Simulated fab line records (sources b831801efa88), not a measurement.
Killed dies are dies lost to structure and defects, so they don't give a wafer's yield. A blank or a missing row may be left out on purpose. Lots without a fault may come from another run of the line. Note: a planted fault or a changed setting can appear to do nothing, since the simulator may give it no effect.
Matching of chambers :: flow sfq-line :: rie-diel-02 running SFQ_TRILAYER_I0_VIA_ETCH_VIA_ETCH_034: 4 sister chambers
The step etches SiO2 in CHF3, stops on Nb, target depth 260 nm. 8 wafers are shown with their chamber, then 9 later ones without.

WAFERS PAIRED WITH THEIR CHAMBERS
wafer: L612.1
chamber: 3
drypump-motor-current-A (A): 5.8
oes-product-au (a.u.): 0.848

wafer: L613.5
chamber: 0
drypump-motor-current-A (A): 5.4
oes-product-au (a.u.): 0.852

wafer: L617.1
chamber: 3
drypump-motor-current-A (A): 5.7
oes-product-au (a.u.): 0.851

wafer: L617.3
chamber: 1
drypump-motor-current-A (A): 5.8
oes-product-au (a.u.): 0.857

wafer: L617.4
chamber: 2
drypump-motor-current-A (A): 5.6
oes-product-au (a.u.): 0.858

wafer: L618.1
chamber: 1
drypump-motor-current-A (A): 5.8
oes-product-au (a.u.): 0.858

wafer: L618.2
chamber: 0
drypump-motor-current-A (A): 5.5
oes-product-au (a.u.): 0.864

wafer: L618.3
chamber: 2
drypump-motor-current-A (A): 5.6
oes-product-au (a.u.): 0.851

WAFERS MISSING THEIR CHAMBER
wafer: L623.4
drypump-motor-current-A (A): 5.7
oes-product-au (a.u.): 0.853

wafer: L623.6
drypump-motor-current-A (A): 5.8
oes-product-au (a.u.): 0.863

wafer: L624.4
drypump-motor-current-A (A): 5.8
oes-product-au (a.u.): 0.853

wafer: L629.1
drypump-motor-current-A (A): 5.7
oes-product-au (a.u.): 0.853

wafer: L629.2
drypump-motor-current-A (A): 5.8
oes-product-au (a.u.): 0.857

wafer: L629.5
drypump-motor-current-A (A): 5.5
oes-product-au (a.u.): 0.856

wafer: L632.2
drypump-motor-current-A (A): 5.8
oes-product-au (a.u.): 0.858

wafer: L632.3
drypump-motor-current-A (A): 5.4
oes-product-au (a.u.): 0.857

wafer: L632.6
drypump-motor-current-A (A): 5.8
oes-product-au (a.u.): 0.857

EACH ONE'S CHAMBER
wafer: L623.4
from the rows above: can't be placed: 3 or 2 or 1
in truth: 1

wafer: L623.6
from the rows above: can't be placed: 1 or 3
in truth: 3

wafer: L624.4
from the rows above: can't be placed: 1 or 3
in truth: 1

wafer: L629.1
from the rows above: can't be placed: 3 or 2 or 1
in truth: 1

wafer: L629.2
from the rows above: can't be placed: 1 or 3
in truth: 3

wafer: L629.5
from the rows above: can't be placed: 0 or 2
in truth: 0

wafer: L632.2
from the rows above: can't be placed: 1 or 3
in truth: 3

wafer: L632.3
from the rows above: 0
in truth: 0

wafer: L632.6
from the rows above: can't be placed: 1 or 3
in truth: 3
Correct placement for 1 of the 9. Unplaceable from these rows: 8, with the true chamber sitting among the candidates in 8. Number placed wrongly: 0.
How it was worked out, from the rows above alone: a wafer's distance from a chamber is the root of the sum, over the readings, of the square of ((its reading less the chamber's mean) divided by the reading's scatter). If the next closest chamber is less than 2 further off than the closest, the wafer can't be placed; otherwise it belongs to the closest. A chamber's mean is the mean of its shown wafers. The scatter: the root of (the sum of the squares of (reading less its chamber's mean) over the shown wafers, divided by (wafers less chambers)).
